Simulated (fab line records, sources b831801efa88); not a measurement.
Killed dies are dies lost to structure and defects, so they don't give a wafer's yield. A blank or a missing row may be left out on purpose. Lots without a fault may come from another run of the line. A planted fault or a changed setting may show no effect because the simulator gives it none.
A struck lot beside a sound one | flow sky130 | 27 steps out of a route of 708
Sound: wafers L641.1, L641.2, L641.6. Struck: wafers L639.1, L639.3, L639.5. The cause comes at the end.
At each step with rows: each side's tool, then ch and its chambers, then its first start. Under that, the readings that differ: sound wafers | struck wafers | difference of the means | sigmas: that difference in standard deviations of wafers without a fault.
alike: readings whose means differ by less than 2 such deviations, and words and numbers that are the same on both sides. not compared: withheld readings, readings that some wafer has no value for, bounds like >300 that may hide the same value, and numbers for which the record gives no deviation and whose values overlap.
The two part at a step that has a row with sigmas, a row that says differs or no value, or rows on one side only. Numbers that don't overlap but have no deviation are shown without sigmas and don't part them. A reading that every wafer of one side lacks parts them only if that side has two wafers or more.

first, 10 steps without rows for these wafers: SKY_LOCAL_INTERCONNECT_SOFTBAKE_07 (time 90 s); SKY_LOCAL_INTERCONNECT_EXPOSE_08 (exposes mask LI1M, target cd 170 nm); SKY_LOCAL_INTERCONNECT_PEB_09; SKY_LOCAL_INTERCONNECT_DEVELOP_10 (develop time 60 s); SKY_LOCAL_INTERCONNECT_ETCH_13 (etches BARC in N2/H2, stops on SiO2, time 45.9 s, target depth 60 nm); SKY_LOCAL_INTERCONNECT_METAL_ETCH_14 (etches TiN in Cl2/BCl3, stops on PSG, target depth 110 nm, time 31.4 s); SKY_LOCAL_INTERCONNECT_STRIP_15 (strips in O2/N2); SKY_LOCAL_INTERCONNECT_STRIP_16 (strips in post etch residue remover, time 1200 s); SKY_LOCAL_INTERCONNECT_CLEAN_17 (cleans in IPA, time 180 s); SKY_LOCAL_INTERCONNECT_CLEAN_18 (cleans in O3/DIW).
SKY_CONTACT_CVD_00: deposits Si3N4, target thk 75 nm.
  sound on pecvd-02 ch 0,2, day 33 21:54; struck on pecvd-03 ch 0,1, day 33 19:00
  alike: heater_power_outer_w, heater_power_w
SKY_CONTACT_THK_MEAS_01:
  sound on film_metro-01, day 33 21:56; struck on film_metro-02, day 33 19:35
  reading                 | sound          | struck            | difference | sigmas
  CONTACT_CVD_00_THK (nm) | 75.9 72.8 74.6 | 152.1 155.0 152.5 | +78.8      | +66
then, 12 steps without rows for these wafers: SKY_CONTACT_HDPCVD_02 (deposits SiO2, target thk 565 nm, time 94.2 s); SKY_CONTACT_CMP_04 (polishes SiO2); SKY_CONTACT_DEHYDRATE_06 (time 60 s); SKY_CONTACT_HMDS_07 (prime time 60 s); SKY_CONTACT_COAT_08 (resist thk 60 nm); SKY_CONTACT_COAT_09 (resist thk 450 nm); SKY_CONTACT_SOFTBAKE_10 (time 90 s); SKY_CONTACT_EXPOSE_11 (exposes mask CTM1, target cd 170 nm); SKY_CONTACT_PEB_12; SKY_CONTACT_DEVELOP_13 (develop time 60 s); SKY_CONTACT_ETCH_16 (etches BARC in N2/H2, stops on SiO2, time 44.62 s, target depth 60 nm); SKY_CONTACT_ETCH_17 (etches SiO2 in C4F8/O2/Ar, stops on Si3N4, target depth 340 nm).
SKY_CONTACT_ETCH_18: etches Si3N4 in CHF3/O2, stops on TiN, time 39 s, target depth 75 nm.
  sound on rie_diel-02 ch 1,2; struck on rie_diel-02 ch 0,2,3
  reading                  | sound             | struck            | difference | sigmas
  oes_product_au (a.u.)    | 0.856 0.847 0.852 | 1.017 0.992 1.025 | +0.160     | +20
  throttle_valve_pct (%)   | 8.805 8.798 8.785 | 8.825 8.833 8.825 | +0.032     | +3
  model.etch.depth_nm (nm) | 75.87 72.83 74.66 | 99.94 97.4 102.1  | +25.36     |
  alike: chamber_pressure_mTorr, drypump_motor_current_A
  not compared: rf_hours_counter_h
then, 1 step without rows for these wafers: SKY_CONTACT_STRIP_19 (strips in O2/N2).
-- the record jumps here: 14 days lie between the struck wafers' starts before and after (it left off in module CONTACT and takes up again in module PAD_OPEN, whose first step shown is number 708 of the route) --
SKY_PAD_OPEN_PROBE_99:
  sound on prober-02, day 48 10:26; struck on prober-02, day 48 06:49
  reading            | sound | struck      | difference | sigmas
  killed_at_M0_to_M3 | 52 41 | 24 31 43    | -14        | -2
  killed_at_contacts | 17 23 | 452 451 439 | +427       | +89
  killed_dies        | 82 82 | 492 492 492 | +410       | +47
  killed_on_rim      | 16 8  | 96 96 96    | +84        | +22
  killed_short       | 40 41 | 27 25 27    | -14        | -2
  alike: killed_at_M4_up, killed_at_front_end, killed_at_other, killed_open

WHERE THEY PART
First at SKY_CONTACT_THK_MEAS_01; last, within this record, at SKY_PAD_OPEN_PROBE_99.

WHY: what the simulator had put in
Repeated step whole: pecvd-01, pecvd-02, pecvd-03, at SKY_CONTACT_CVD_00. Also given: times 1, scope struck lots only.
